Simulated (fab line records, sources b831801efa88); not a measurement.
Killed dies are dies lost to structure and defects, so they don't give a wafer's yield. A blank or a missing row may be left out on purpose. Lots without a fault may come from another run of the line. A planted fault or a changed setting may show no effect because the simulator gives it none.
Which tool did it? | flow gf180mcu | 13 lots, 39 wafers sampled, at 5 steps of a route of 602

WHAT THE GAUGES READ, wafer by wafer
GF_MVSD_TW_MEAS_11.
lot  | measured    | on            | MVSD_TW
L169 | day 4 15:11 | film_metro-02 | 1583 1583 1577
L170 | day 4 19:31 | film_metro-02 | 1580 1572 1576
L171 | day 5 00:18 | film_metro-03 | 1565 1560 1565
L174 | day 5 14:36 | film_metro-02 | 1570 1571 1567
L175 | day 5 20:11 | film_metro-01 | 1590 1602 1592
L176 | day 6 02:32 | film_metro-03 | 1567 1565 1556
L180 | day 7 00:57 | film_metro-03 | 1549 1567 1561
L181 | day 7 06:19 | film_metro-02 | 1574 1568 1570
L182 | day 7 10:03 | film_metro-03 | 1559 1557 1558
L187 | day 8 22:51 | film_metro-03 | 1560 1555 1555
L188 | day 9 11:04 | film_metro-01 | 1602 1593 1605
L190 | day 9 13:51 | film_metro-03 | 1561 1554 1551
L191 | day 9 18:53 | film_metro-01 | 1590 1598 1603

GF_VT_IMPLANT_RS_MEAS_48: measures by four-point-probe.
lot  | measured     | on            | LVPWELL_RS (ohm/sq)
L169 | day 7 16:03  | film_metro-01 | 1193.8 1195.2 1197.6
L170 | day 7 20:40  | film_metro-01 | 1192.8 1194.8 1197.0
L171 | day 8 02:47  | film_metro-01 | 1200.2 1194.3 1192.4
L174 | day 8 19:06  | film_metro-02 | 1201.3 1196.8 1203.2
L175 | day 9 02:05  | film_metro-02 | 1192.3 1198.2 1198.9
L176 | day 9 10:22  | film_metro-01 | 1196.2 1195.6 1194.6
L180 | day 10 13:01 | film_metro-03 | 1260.8 1258.9 1262.0
L181 | day 10 17:52 | film_metro-01 | 1197.8 1194.2 1198.2
L182 | day 10 23:28 | film_metro-01 | 1265.4 1263.5 1263.2
L187 | day 12 18:17 | film_metro-03 | 1196.4 1199.7 1198.6
L188 | day 13 08:25 | film_metro-02 | 1196.3 1194.3 1199.3
L190 | day 13 11:55 | film_metro-03 | 1197.1 1193.6 1192.9
L191 | day 13 17:25 | film_metro-02 | 1202.5 1198.2 1198.5

GF_HV_LDD_TW_MEAS_11.
lot  | measured     | on            | HV_LDD_TW
L169 | day 10 02:05 | film_metro-02 | 2418 2420 2430
L170 | day 10 08:08 | film_metro-02 | 2417 2422 2420
L171 | day 10 14:38 | film_metro-03 | 2405 2402 2410
L174 | day 11 09:33 | film_metro-02 | 2423 2429 2416
L175 | day 11 15:32 | film_metro-03 | 2387 2387 2396
L176 | day 12 01:13 | film_metro-01 | 2439 2451 2440
L180 | day 13 08:08 | film_metro-01 | 2425 2437 2446
L181 | day 13 13:10 | film_metro-01 | 2437 2432 2429
L182 | day 13 16:58 | film_metro-02 | 2432 2446 2429
L187 | day 15 15:53 | film_metro-03 | 2394 2384 2384
L188 | day 16 08:23 | film_metro-02 | 2421 2422 2416
L190 | day 16 10:35 | film_metro-03 | 2388 2397 2393
L191 | day 16 18:53 | film_metro-01 | 2440 2454 2443

WHICH TOOL RAN EACH LOT (tool, then ch and the chambers of the sampled wafers, then the start)
lot  | GF_LVPWELL_IMPLANT_08          | GF_POLY_GATE_ETCH_13
L169 | implanter-04 ch 0, day 4 01:09 | rie_si-01 ch 1,2,3, day 9 06:35
L170 | implanter-01 ch 0, day 4 04:53 | rie_si-01 ch 1,2,3, day 9 12:26
L171 | implanter-04 ch 0, day 4 10:15 | rie_si-01 ch 0,1, day 9 18:35
L174 | implanter-01 ch 0, day 5 00:18 | rie_si-02 ch 0,1, day 10 12:53
L175 | implanter-03 ch 0, day 5 05:39 | rie_si-02 ch 0,1,3, day 10 18:40
L176 | implanter-03 ch 0, day 5 11:21 | rie_si-01 ch 0,3, day 11 04:02
L180 | implanter-03 ch 0, day 6 10:05 | rie_si-02 ch 1,3, day 12 10:11
L181 | implanter-01 ch 0, day 6 15:09 | rie_si-01 ch 0,2,3, day 12 16:08
L182 | implanter-03 ch 0, day 6 18:00 | rie_si-02 ch 2,3, day 12 18:28
L187 | implanter-01 ch 0, day 8 05:25 | rie_si-02 ch 1,2, day 14 16:16
L188 | implanter-04 ch 0, day 8 17:45 | rie_si-02 ch 0,1, day 15 08:05
L190 | implanter-04 ch 0, day 8 19:43 | rie_si-02 ch 0,2, day 15 11:07
L191 | implanter-03 ch 0, day 9 00:27 | rie_si-01 ch 2,3, day 15 18:38
- GF_LVPWELL_IMPLANT_08
- GF_POLY_GATE_ETCH_13: etches poly-Si in HBr/Cl2, stops on SiO2, target depth 198.5 nm, time 69.6 s.

WHAT THE TOOLS THEMSELVES READ (means of the sampled wafers that have a number; where no wafer has one, the mark that the record gives instead)
GF_LVPWELL_IMPLANT_08.
lot  | tool         | dose_ions_cm2 | faraday_current_uA
L169 | implanter-04 | 1.4995e+13    | 84.8
L170 | implanter-01 | 1.5019e+13    | 85.4
L171 | implanter-04 | 1.4986e+13    | 84.7
L174 | implanter-01 | 1.5014e+13    | 87.0
L175 | implanter-03 | 1.5007e+13    | 84.6
L176 | implanter-03 | 1.5006e+13    | 84.7
L180 | implanter-03 | 1.3474e+13    | 74.7
L181 | implanter-01 | 1.5016e+13    | 85.6
L182 | implanter-03 | 1.3465e+13    | 76.2
L187 | implanter-01 | 1.5001e+13    | 84.2
L188 | implanter-04 | 1.4995e+13    | 85.2
L190 | implanter-04 | 1.4999e+13    | 85.4
L191 | implanter-03 | 1.4996e+13    | 86.1

GF_POLY_GATE_ETCH_13.
lot  | tool      | drypump_motor_current_A (A) | oes_product_au (a.u.) | throttle_valve_pct (%)
L169 | rie_si-01 | 5.6                         | 0.995                 | 33.688
L170 | rie_si-01 | 5.6                         | 0.986                 | 33.683
L171 | rie_si-01 | 5.9                         | 1.000                 | 33.684
L174 | rie_si-02 | 5.4                         | 0.991                 | 33.683
L175 | rie_si-02 | 5.5                         | 0.984                 | 33.682
L176 | rie_si-01 | 5.8                         | 0.994                 | 33.681
L180 | rie_si-02 | 5.1                         | 0.987                 | 33.687
L181 | rie_si-01 | 5.5                         | 0.992                 | 33.680
L182 | rie_si-02 | 5.7                         | 0.992                 | 33.675
L187 | rie_si-02 | 5.2                         | 0.982                 | 33.691
L188 | rie_si-02 | 5.4                         | 0.993                 | 33.684
L190 | rie_si-02 | 6.0                         | 0.992                 | 33.688
L191 | rie_si-01 | 5.2                         | 0.997                 | 33.689

THE ANSWER, worked out from the rows above alone
Rule: what is usual is taken from the lots themselves. Put in order of their means at a reading, lots are off if they are a third of the lots or fewer, leave a main group of 4 or more, and stand apart from it by a gap of 3 or more times the standard deviation of the main group's means; of several such gaps the widest counts. A main group whose means are all the same, to the digits that the tables above print for the reading, isn't used. A lot without any number at a reading at which 4 lots or more have one is off too. The other lots that the step has rows for count as sound. The gauges are gone through in route order, then the tools' own readings, and for those a lot's mean is taken as printed above. The first step at which some lot is off is used, and at that step the reading that is off furthest; a lot without a number counts as furthest.
Off: L180, L182, at GF_VT_IMPLANT_RS_MEAS_48 (LVPWELL_RS). The main group: mean 1196.8 ohm/sq, standard deviation 1.8.
A tool fits if, at a process step before that reading, it ran every lot that is off, and no sound lot after the first of them. The gauges at GF_VT_IMPLANT_RS_MEAS_48 aren't tried: what is off there is off at GF_LVPWELL_IMPLANT_08 too, on other tools, and a gauge's error can't cause that. None of those tried fits.

WHAT THE SIMULATOR HAD PUT IN
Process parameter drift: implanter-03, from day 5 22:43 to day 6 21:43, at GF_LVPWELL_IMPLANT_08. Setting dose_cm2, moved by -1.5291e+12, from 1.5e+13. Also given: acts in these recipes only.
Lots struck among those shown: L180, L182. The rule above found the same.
